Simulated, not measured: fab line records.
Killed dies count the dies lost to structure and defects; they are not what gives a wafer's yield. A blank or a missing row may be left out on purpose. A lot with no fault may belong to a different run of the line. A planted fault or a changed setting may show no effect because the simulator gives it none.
What tool caused it? | flow sky130 | 12 lots, 36 wafers sampled, at 5 steps of a route of 708

== WHAT THE GAUGES READ, wafer by wafer ==
SKY_VT_ADJUST_LVTN_OVL_MEAS_18. Usual: VT_ADJUST_LVTN_01_OVL typically reads -0.1 nm, with standard deviation 1.3.
lot  | measured     | on         | VT_ADJUST_LVTN_01_OVL (nm) | flag
L596 | day 8 00:16  | overlay-02 | 0.0 -1.8 -0.3              | 
L597 | day 8 05:26  | overlay-01 | 0.3 1.1 -0.2               | 
L599 | day 8 17:51  | overlay-01 | -0.4 1.0 1.1               | 
L600 | day 9 03:38  | overlay-02 | -1.2 -1.0 -0.7             | 
L602 | day 9 16:28  | overlay-02 | 0.2 -0.2 -0.3              | 
L603 | day 9 23:35  | overlay-02 | -0.3 0.4 0.5               | 
L604 | day 10 09:43 | overlay-02 | -0.2 -1.8 -0.7             | 
L607 | day 11 01:44 | overlay-02 | 184.3 185.8 183.0          | OFF
L608 | day 11 08:44 | overlay-02 | 184.9 183.9 183.5          | OFF
L609 | day 11 13:08 | overlay-02 | 183.2 182.9 183.2          | OFF
L610 | day 11 20:25 | overlay-02 | 185.2 183.8 184.5          | OFF
L613 | day 12 16:10 | overlay-02 | 1.6 1.0 0.6                | 

SKY_VT_ADJUST_LVTN_TW_MEAS_21. Usual: VT_ADJUST_LVTN_2_TW typically reads 187.6, with standard deviation 2.4.
lot  | measured     | on           | VT_ADJUST_LVTN_2_TW | flag
L596 | day 8 00:33  | filmMetro-02 | 187.0 189.0 187.2   | 
L597 | day 8 05:44  | filmMetro-03 | 191.4 190.8 191.0   | 
L599 | day 8 18:08  | filmMetro-04 | 185.4 183.9 185.7   | 
L600 | day 9 03:58  | filmMetro-02 | 189.3 188.3 187.8   | 
L602 | day 9 16:45  | filmMetro-03 | 191.0 191.7 190.7   | 
L603 | day 9 23:52  | filmMetro-02 | 188.7 188.0 187.9   | 
L604 | day 10 09:59 | filmMetro-04 | 184.1 184.4 184.7   | 
L607 | day 11 02:01 | filmMetro-03 | 190.3 190.2 189.8   | 
L608 | day 11 09:02 | filmMetro-03 | 189.5 189.5 190.4   | 
L609 | day 11 13:26 | filmMetro-04 | 183.9 184.6 184.1   | 
L610 | day 11 20:43 | filmMetro-02 | 188.3 189.9 190.0   | 
L613 | day 12 16:28 | filmMetro-03 | 190.3 190.0 190.4   | 

SKY_VT_ADJUST_PCH_OVL_MEAS_07. Usual: VT_ADJUST_PCH_OVL typically reads -1.4 nm, with standard deviation 1.4.
lot  | measured     | on         | VT_ADJUST_PCH_OVL (nm) | flag
L596 | day 10 17:19 | overlay-02 | -2.3 -4.5 -2.0         | 
L597 | day 10 22:06 | overlay-02 | -0.9 -1.0 -0.7         | 
L599 | day 11 12:49 | overlay-02 | -2.3 -1.9 -3.5         | 
L600 | day 11 23:41 | overlay-02 | -1.8 -2.2 -1.3         | 
L602 | day 12 14:27 | overlay-02 | 2.6 0.7 1.8            | 
L603 | day 12 21:22 | overlay-02 | -1.1 -1.9 -0.7         | 
L604 | day 13 08:40 | overlay-02 | 1.4 0.4 -0.8           | 
L607 | day 14 04:40 | overlay-01 | -0.7 -1.9 -0.4         | 
L608 | day 14 11:22 | overlay-02 | -1.9 -1.4 -2.2         | 
L609 | day 14 16:44 | overlay-02 | 1.0 0.2 -1.2           | 
L610 | day 14 22:55 | overlay-02 | -2.5 -0.8 -2.9         | 
L613 | day 15 22:41 | overlay-01 | -1.9 -1.0 -0.1         | 

== WHAT TOOL EACH LOT RAN ON (gives the tool, then ch and the chambers of the sampled wafers, and finally the start) ==
lot  | SKY_NWELL_STRIP_25                 | SKY_VT_ADJUST_LVTN_EXPOSE_15
L596 | plasmaAsher-03 ch 0,1, day 5 13:11 | ilineStepper-02 ch 0, day 7 14:27
L597 | plasmaAsher-01 ch 0,1, day 5 19:05 | ilineStepper-02 ch 0, day 7 18:56
L599 | plasmaAsher-02 ch 0,1, day 6 06:20 | ilineStepper-02 ch 0, day 8 08:22
L600 | plasmaAsher-03 ch 0,1, day 6 15:17 | ilineStepper-02 ch 0, day 8 16:55
L602 | plasmaAsher-01 ch 0,1, day 7 02:38 | ilineStepper-02 ch 0, day 9 06:06
L603 | plasmaAsher-03 ch 0,1, day 7 08:11 | ilineStepper-02 ch 0, day 9 12:28
L604 | plasmaAsher-02 ch 0,1, day 7 17:38 | ilineStepper-02 ch 0, day 9 22:57
L607 | plasmaAsher-01 ch 0,1, day 8 08:59 | ilineStepper-02 ch 0, day 10 15:07
L608 | plasmaAsher-02 ch 0,1, day 8 14:14 | ilineStepper-02 ch 0, day 10 21:46
L609 | plasmaAsher-02 ch 0,1, day 8 18:32 | ilineStepper-02 ch 0, day 11 01:35
L610 | plasmaAsher-02 ch 0,1, day 9 00:38 | ilineStepper-02 ch 0, day 11 08:25
L613 | plasmaAsher-03 ch 0,1, day 9 18:14 | ilineStepper-01 ch 0, day 12 04:54
- SKY_NWELL_STRIP_25: strips in O2/N2.
- SKY_VT_ADJUST_LVTN_EXPOSE_15: exposes mask HVN STD DERIVED, target cd 600 nm.

== WHAT THE TOOLS THEMSELVES READ (means of the sampled wafers that have a number; where no wafer has one, the mark that the record gives instead) ==
SKY_NWELL_STRIP_25. Usual: chamberPressureMTorr 1500.0 mTorr, standard deviation 1.4; drypumpMotorCurrentA 5.7 A, standard deviation 0.37; oesProductAu 0.722 a.u., standard deviation 0.005; stripTimeToEndpointS 36.90 s, standard deviation 0.12.
lot  | tool           | chamberPressureMTorr (mTorr) | drypumpMotorCurrentA (A) | oesProductAu (a.u.) | stripTimeToEndpointS (s) | flag
L596 | plasmaAsher-03 | 1499.6                       | 5.7                      | 0.722               | 36.95                    | 
L597 | plasmaAsher-01 | 1499.6                       | 5.9                      | 0.725               | 36.83                    | 
L599 | plasmaAsher-02 | 1499.1                       | 5.5                      | 0.719               | 36.71                    | 
L600 | plasmaAsher-03 | 1500.4                       | 6.0                      | 0.726               | 36.99                    | 
L602 | plasmaAsher-01 | 1501.7                       | 5.9                      | 0.724               | 36.85                    | 
L603 | plasmaAsher-03 | 1500.5                       | 6.0                      | 0.722               | 36.89                    | 
L604 | plasmaAsher-02 | 1499.7                       | 5.5                      | 0.725               | 37.06                    | 
L607 | plasmaAsher-01 | 1499.9                       | 5.8                      | 0.724               | 36.77                    | 
L608 | plasmaAsher-02 | 1499.6                       | 5.5                      | 0.717               | 36.81                    | 
L609 | plasmaAsher-02 | 1499.9                       | 5.5                      | 0.718               | 37.03                    | 
L610 | plasmaAsher-02 | 1500.9                       | 5.5                      | 0.722               | 36.95                    | 
L613 | plasmaAsher-03 | 1500.6                       | 6.0                      | 0.721               | 36.78                    | 

== THE ANSWER, worked out from the rows above alone ==
Rule: a lot is off if the mean of its wafers that have a number lies more than 3 standard deviations from the usual mean. A lot without any number at a reading at which 4 lots or more have one is off too. Where the step has rows for the other lots, those lots are counted as sound. The gauges are gone through in route order, then the tools' own readings, and for those a lot's mean is taken as printed above. The first step at which some lot is off is used, and at that step the reading that is off furthest; a lot without a number counts as furthest.
Off: L607, L608, L609, L610, seen at SKY_VT_ADJUST_LVTN_OVL_MEAS_18 (VT_ADJUST_LVTN_01_OVL).
If a tool, at a process step before that reading, ran all the lots that are off and no sound lot after the first of them, it fits. The gauges at SKY_VT_ADJUST_LVTN_OVL_MEAS_18 are tried like those tools. One fits: SKY_VT_ADJUST_LVTN_EXPOSE_15 on ilineStepper-02. A fault onset in the window from L604 (day 9 22:57, its last sound lot) to L607 (day 10 15:07, its first lot off) fits.

== WHAT THE SIMULATOR HAD PUT IN ==
Scanner matching overlay: ilineStepper-02, from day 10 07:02 on, at SKY_VT_ADJUST_LVTN_EXPOSE_15. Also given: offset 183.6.
Shown lots that were struck: L607, L608, L609, L610. This agrees with what the rule above found.
